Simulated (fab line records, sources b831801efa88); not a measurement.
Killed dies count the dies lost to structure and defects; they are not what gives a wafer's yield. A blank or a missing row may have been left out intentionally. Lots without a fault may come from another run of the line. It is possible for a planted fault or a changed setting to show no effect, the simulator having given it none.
Matching of chambers -- flow gf180mcu -- 4 sister chambers for GF_STI_CMP_25 on cmp-02
The step polishes, stops on Si3N4, t overpolish 33 s, target thk 524.6 nm. 4 wafers are shown with their chamber, then 8 later ones without.

== WAFERS PAIRED WITH THEIR CHAMBERS ==
wafer,chamber,time-to-endpoint-s (s)
L939.5,3,124
L940.1,1,133
L940.2,2,124
L941.1,0,119

== WAFERS WITH NO CHAMBER GIVEN ==
wafer,time-to-endpoint-s (s)
L941.2,135
L941.4,124
L944.2,117
L944.3,132
L944.5,119
L947.1,118
L947.3,125
L947.5,124

== WHICH CHAMBER EACH ONE RAN IN ==
wafer,from the rows above,in truth
L941.2,1,1
L941.4,can't be placed: 2 or 3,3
L944.2,0,0
L944.3,1,1
L944.5,0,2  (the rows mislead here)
L947.1,0,0
L947.3,can't be placed: 2 or 3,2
L947.5,can't be placed: 2 or 3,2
Placed correctly: 4 of 8. Can't be placed from these rows: 3 (the true chamber is among the candidates in 3). Wrongly placed: 1.
How it was worked out, from the rows above alone: a wafer's distance from a chamber is the root of the sum, over the readings, of the square of ((its reading less the chamber's mean) divided by the reading's scatter). If the next closest chamber is less than 2 further off than the closest, the wafer can't be placed; otherwise it belongs to the closest. The mean given for a chamber averages the wafers shown for that chamber. The scatter: with one shown wafer a chamber, the root of the mean of the squares of how far each hidden wafer lies from its nearest shown one.
